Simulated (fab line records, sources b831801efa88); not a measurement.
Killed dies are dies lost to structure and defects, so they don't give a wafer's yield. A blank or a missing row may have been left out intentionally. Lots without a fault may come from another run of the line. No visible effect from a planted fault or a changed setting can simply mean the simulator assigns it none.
Which tool is to blame? / flow gf180mcu / 12 lots with 36 wafers sampled at 4 steps, on a route of 602 steps

WHAT EACH GAUGE READ, for each wafer
GF_STI_THK_MEAS_30. Usual: for STI_OXIDATION_02_THK the level is 9.91 nm and the standard deviation is 0.19.
lot=L895; measured=day 2 11:43; on=filmMetro-03; STI_OXIDATION_02_THK (nm)=9.94 9.81 10.07; flag=
lot=L896; measured=day 2 16:32; on=filmMetro-02; STI_OXIDATION_02_THK (nm)=10.01 10.10 9.99; flag=
lot=L897; measured=day 2 21:13; on=filmMetro-02; STI_OXIDATION_02_THK (nm)=9.95 9.87 10.08; flag=
lot=L898; measured=day 3 02:31; on=filmMetro-03; STI_OXIDATION_02_THK (nm)=9.97 10.28 10.05; flag=
lot=L909; measured=day 5 13:20; on=filmMetro-03; STI_OXIDATION_02_THK (nm)=9.61 9.90 9.73; flag=
lot=L910; measured=day 5 16:57; on=filmMetro-02; STI_OXIDATION_02_THK (nm)=9.92 10.07 10.01; flag=
lot=L911; measured=day 6 00:09; on=filmMetro-04; STI_OXIDATION_02_THK (nm)=9.72 9.95 9.80; flag=
lot=L912; measured=day 6 03:59; on=filmMetro-02; STI_OXIDATION_02_THK (nm)=10.18 10.10 10.12; flag=
lot=L914; measured=day 6 13:39; on=filmMetro-02; STI_OXIDATION_02_THK (nm)=9.86 9.85 9.64; flag=
lot=L915; measured=day 6 17:59; on=filmMetro-04; STI_OXIDATION_02_THK (nm)=9.62 9.78 9.77; flag=
lot=L916; measured=day 6 23:19; on=filmMetro-04; STI_OXIDATION_02_THK (nm)=9.92 10.02 9.79; flag=
lot=L917; measured=day 7 07:02; on=filmMetro-03; STI_OXIDATION_02_THK (nm)=10.09 9.89 10.08; flag=

GF_VT_IMPLANT_TW_MEAS_21. Usual: for VT_IMPLANT_2_TW the level is 1208 and the standard deviation is 9.8.
lot=L895; measured=day 6 13:47; on=filmMetro-04; VT_IMPLANT_2_TW=1208 1211 1214; flag=
lot=L896; measured=day 6 18:34; on=filmMetro-04; VT_IMPLANT_2_TW=1205 1209 1212; flag=
lot=L897; measured=day 7 00:15; on=filmMetro-01; VT_IMPLANT_2_TW=30 30 30; flag=OFF
lot=L898; measured=day 7 05:51; on=filmMetro-01; VT_IMPLANT_2_TW=30 30 30; flag=OFF
lot=L909; measured=day 10 06:51; on=filmMetro-03; VT_IMPLANT_2_TW=1192 1194 1190; flag=
lot=L910; measured=day 10 10:17; on=filmMetro-04; VT_IMPLANT_2_TW=1216 1216 1221; flag=
lot=L911; measured=day 10 21:18; on=filmMetro-03; VT_IMPLANT_2_TW=1196 1196 1190; flag=
lot=L912; measured=day 11 01:25; on=filmMetro-01; VT_IMPLANT_2_TW=1203 1217 1213; flag=
lot=L914; measured=day 11 13:37; on=filmMetro-03; VT_IMPLANT_2_TW=1196 1201 1200; flag=
lot=L915; measured=day 11 20:29; on=filmMetro-03; VT_IMPLANT_2_TW=1202 1204 1204; flag=
lot=L916; measured=day 12 00:49; on=filmMetro-01; VT_IMPLANT_2_TW=1217 1216 1219; flag=
lot=L917; measured=day 12 11:51; on=filmMetro-04; VT_IMPLANT_2_TW=1228 1231 1220; flag=

WHICH TOOL RAN EACH LOT (tool, then ch and the chambers of the sampled wafers, then the start)
lot=L895; GF_VT_IMPLANT_STRIP_09=plasmaAsher-04 ch 0,1, day 5 23:00; GF_VT_IMPLANT_STRIP_20=plasmaAsher-03 ch 0,1, day 6 13:41
lot=L896; GF_VT_IMPLANT_STRIP_09=plasmaAsher-03 ch 0,1, day 6 03:00; GF_VT_IMPLANT_STRIP_20=plasmaAsher-03 ch 0,1, day 6 18:28
lot=L897; GF_VT_IMPLANT_STRIP_09=plasmaAsher-04 ch 0,1, day 6 08:50; GF_VT_IMPLANT_STRIP_20=plasmaAsher-01 ch 0,1, day 7 00:09
lot=L898; GF_VT_IMPLANT_STRIP_09=plasmaAsher-03 ch 0,1, day 6 14:16; GF_VT_IMPLANT_STRIP_20=plasmaAsher-03 ch 0,1, day 7 05:45
lot=L909; GF_VT_IMPLANT_STRIP_09=plasmaAsher-01 ch 0,1, day 9 13:15; GF_VT_IMPLANT_STRIP_20=plasmaAsher-03 ch 0, day 10 06:45
lot=L910; GF_VT_IMPLANT_STRIP_09=plasmaAsher-04 ch 0,1, day 9 16:48; GF_VT_IMPLANT_STRIP_20=plasmaAsher-04 ch 0,1, day 10 10:11
lot=L911; GF_VT_IMPLANT_STRIP_09=plasmaAsher-04 ch 0, day 10 02:56; GF_VT_IMPLANT_STRIP_20=plasmaAsher-03 ch 0,1, day 10 21:11
lot=L912; GF_VT_IMPLANT_STRIP_09=plasmaAsher-04 ch 0,1, day 10 06:49; GF_VT_IMPLANT_STRIP_20=plasmaAsher-04 ch 0,1, day 11 01:20
lot=L914; GF_VT_IMPLANT_STRIP_09=plasmaAsher-01 ch 1, day 10 18:12; GF_VT_IMPLANT_STRIP_20=plasmaAsher-04 ch 0,1, day 11 13:30
lot=L915; GF_VT_IMPLANT_STRIP_09=plasmaAsher-01 ch 0, day 11 01:11; GF_VT_IMPLANT_STRIP_20=plasmaAsher-01 ch 0,1, day 11 20:23
lot=L916; GF_VT_IMPLANT_STRIP_09=plasmaAsher-03 ch 0,1, day 11 05:24; GF_VT_IMPLANT_STRIP_20=plasmaAsher-03 ch 0,1, day 12 00:42
lot=L917; GF_VT_IMPLANT_STRIP_09=plasmaAsher-04 ch 1, day 11 16:21; GF_VT_IMPLANT_STRIP_20=plasmaAsher-03 ch 0,1, day 12 11:45
- GF_VT_IMPLANT_STRIP_09: strips in O2/N2.
- GF_VT_IMPLANT_STRIP_20: strips in O2/N2.

AS READ BY THE TOOLS THEMSELVES (means over the sampled wafers that have a number; for cases with no such wafer, the mark the record gives instead)
GF_VT_IMPLANT_STRIP_09. Usual: chamberPressureMTorr 1499.8 mTorr, standard deviation 1.5; drypumpMotorCurrentA 5.7 A, standard deviation 0.49; heaterPowerW 349 W, standard deviation 36; oesProductAu 0.715 a.u., standard deviation 0.0044; stripTimeToEndpointS 12.64 s, standard deviation 0.035.
lot=L895; tool=plasmaAsher-04; chamberPressureMTorr (mTorr)=1498.7; drypumpMotorCurrentA (A)=6.0; heaterPowerW (W)=322; oesProductAu (a.u.)=0.721; stripTimeToEndpointS (s)=12.68; flag=
lot=L896; tool=plasmaAsher-03; chamberPressureMTorr (mTorr)=1500.1; drypumpMotorCurrentA (A)=5.6; heaterPowerW (W)=361; oesProductAu (a.u.)=0.712; stripTimeToEndpointS (s)=12.63; flag=
lot=L897; tool=plasmaAsher-04; chamberPressureMTorr (mTorr)=-; drypumpMotorCurrentA (A)=-; heaterPowerW (W)=-; oesProductAu (a.u.)=-; stripTimeToEndpointS (s)=-; flag=OFF
lot=L898; tool=plasmaAsher-03; chamberPressureMTorr (mTorr)=-; drypumpMotorCurrentA (A)=-; heaterPowerW (W)=-; oesProductAu (a.u.)=-; stripTimeToEndpointS (s)=-; flag=OFF
lot=L909; tool=plasmaAsher-01; chamberPressureMTorr (mTorr)=1500.2; drypumpMotorCurrentA (A)=5.7; heaterPowerW (W)=327; oesProductAu (a.u.)=0.716; stripTimeToEndpointS (s)=12.64; flag=
lot=L910; tool=plasmaAsher-04; chamberPressureMTorr (mTorr)=1498.4; drypumpMotorCurrentA (A)=6.0; heaterPowerW (W)=319; oesProductAu (a.u.)=0.712; stripTimeToEndpointS (s)=12.60; flag=
lot=L911; tool=plasmaAsher-04; chamberPressureMTorr (mTorr)=1499.6; drypumpMotorCurrentA (A)=5.1; heaterPowerW (W)=327; oesProductAu (a.u.)=0.716; stripTimeToEndpointS (s)=12.60; flag=
lot=L912; tool=plasmaAsher-04; chamberPressureMTorr (mTorr)=1500.5; drypumpMotorCurrentA (A)=5.5; heaterPowerW (W)=325; oesProductAu (a.u.)=0.713; stripTimeToEndpointS (s)=12.64; flag=
lot=L914; tool=plasmaAsher-01; chamberPressureMTorr (mTorr)=1500.9; drypumpMotorCurrentA (A)=5.8; heaterPowerW (W)=312; oesProductAu (a.u.)=0.712; stripTimeToEndpointS (s)=12.68; flag=
lot=L915; tool=plasmaAsher-01; chamberPressureMTorr (mTorr)=1498.3; drypumpMotorCurrentA (A)=5.5; heaterPowerW (W)=375; oesProductAu (a.u.)=0.718; stripTimeToEndpointS (s)=12.63; flag=
lot=L916; tool=plasmaAsher-03; chamberPressureMTorr (mTorr)=1500.6; drypumpMotorCurrentA (A)=6.0; heaterPowerW (W)=384; oesProductAu (a.u.)=0.720; stripTimeToEndpointS (s)=12.64; flag=
lot=L917; tool=plasmaAsher-04; chamberPressureMTorr (mTorr)=1499.1; drypumpMotorCurrentA (A)=6.4; heaterPowerW (W)=318; oesProductAu (a.u.)=0.714; stripTimeToEndpointS (s)=12.62; flag=

GF_VT_IMPLANT_STRIP_20. Usual: chamberPressureMTorr 1500.0 mTorr, standard deviation 1.4; drypumpMotorCurrentA 5.7 A, standard deviation 0.52; heaterPowerW 349 W, standard deviation 37; oesProductAu 0.717 a.u., standard deviation 0.0048; stripTimeToEndpointS 12.63 s, standard deviation 0.043.
lot=L895; tool=plasmaAsher-03; chamberPressureMTorr (mTorr)=1499.9; drypumpMotorCurrentA (A)=5.6; heaterPowerW (W)=359; oesProductAu (a.u.)=0.720; stripTimeToEndpointS (s)=12.59; flag=
lot=L896; tool=plasmaAsher-03; chamberPressureMTorr (mTorr)=1499.0; drypumpMotorCurrentA (A)=6.0; heaterPowerW (W)=387; oesProductAu (a.u.)=0.721; stripTimeToEndpointS (s)=12.63; flag=
lot=L897; tool=plasmaAsher-01; chamberPressureMTorr (mTorr)=1499.2; drypumpMotorCurrentA (A)=5.6; heaterPowerW (W)=330; oesProductAu (a.u.)=0.717; stripTimeToEndpointS (s)=27.62; flag=OFF
lot=L898; tool=plasmaAsher-03; chamberPressureMTorr (mTorr)=1500.2; drypumpMotorCurrentA (A)=6.0; heaterPowerW (W)=386; oesProductAu (a.u.)=0.719; stripTimeToEndpointS (s)=27.54; flag=OFF
lot=L909; tool=plasmaAsher-03; chamberPressureMTorr (mTorr)=1500.2; drypumpMotorCurrentA (A)=5.3; heaterPowerW (W)=335; oesProductAu (a.u.)=0.717; stripTimeToEndpointS (s)=12.62; flag=
lot=L910; tool=plasmaAsher-04; chamberPressureMTorr (mTorr)=1500.8; drypumpMotorCurrentA (A)=5.5; heaterPowerW (W)=325; oesProductAu (a.u.)=0.717; stripTimeToEndpointS (s)=12.62; flag=
lot=L911; tool=plasmaAsher-03; chamberPressureMTorr (mTorr)=1500.4; drypumpMotorCurrentA (A)=5.6; heaterPowerW (W)=362; oesProductAu (a.u.)=0.720; stripTimeToEndpointS (s)=12.64; flag=
lot=L912; tool=plasmaAsher-04; chamberPressureMTorr (mTorr)=1499.4; drypumpMotorCurrentA (A)=5.5; heaterPowerW (W)=323; oesProductAu (a.u.)=0.713; stripTimeToEndpointS (s)=12.65; flag=
lot=L914; tool=plasmaAsher-04; chamberPressureMTorr (mTorr)=1498.7; drypumpMotorCurrentA (A)=6.0; heaterPowerW (W)=322; oesProductAu (a.u.)=0.716; stripTimeToEndpointS (s)=12.61; flag=
lot=L915; tool=plasmaAsher-01; chamberPressureMTorr (mTorr)=1500.5; drypumpMotorCurrentA (A)=5.6; heaterPowerW (W)=328; oesProductAu (a.u.)=0.717; stripTimeToEndpointS (s)=12.55; flag=
lot=L916; tool=plasmaAsher-03; chamberPressureMTorr (mTorr)=1500.1; drypumpMotorCurrentA (A)=6.0; heaterPowerW (W)=387; oesProductAu (a.u.)=0.714; stripTimeToEndpointS (s)=12.55; flag=
lot=L917; tool=plasmaAsher-03; chamberPressureMTorr (mTorr)=1498.7; drypumpMotorCurrentA (A)=6.0; heaterPowerW (W)=386; oesProductAu (a.u.)=0.712; stripTimeToEndpointS (s)=12.66; flag=

THE ANSWER, worked out from the rows above alone
Rule: a lot is off if the mean of its wafers that have a number lies more than 3 standard deviations from the usual mean. A lot without any number at a reading at which 4 lots or more have one is off too. Any other lot the step has rows for is counted as sound. Order of review: gauges by route order, followed by the tools' own readings, for which a lot's mean as printed above is used. At the first step where some lot is off, the reading lying furthest off is the one used; lots without a number count as furthest.
Off: at GF_VT_IMPLANT_TW_MEAS_21 (VT_IMPLANT_2_TW), L897, L898.
A tool fits if, at a process step before that reading, it ran every lot that is off, and no sound lot after the first of them. The gauges at GF_VT_IMPLANT_TW_MEAS_21 aren't tried: what is off there is off at GF_VT_IMPLANT_STRIP_09 too, on other tools, and a gauge's error can't cause that. Of those tried, none fits.

WHAT THE SIMULATOR HAD INSERTED
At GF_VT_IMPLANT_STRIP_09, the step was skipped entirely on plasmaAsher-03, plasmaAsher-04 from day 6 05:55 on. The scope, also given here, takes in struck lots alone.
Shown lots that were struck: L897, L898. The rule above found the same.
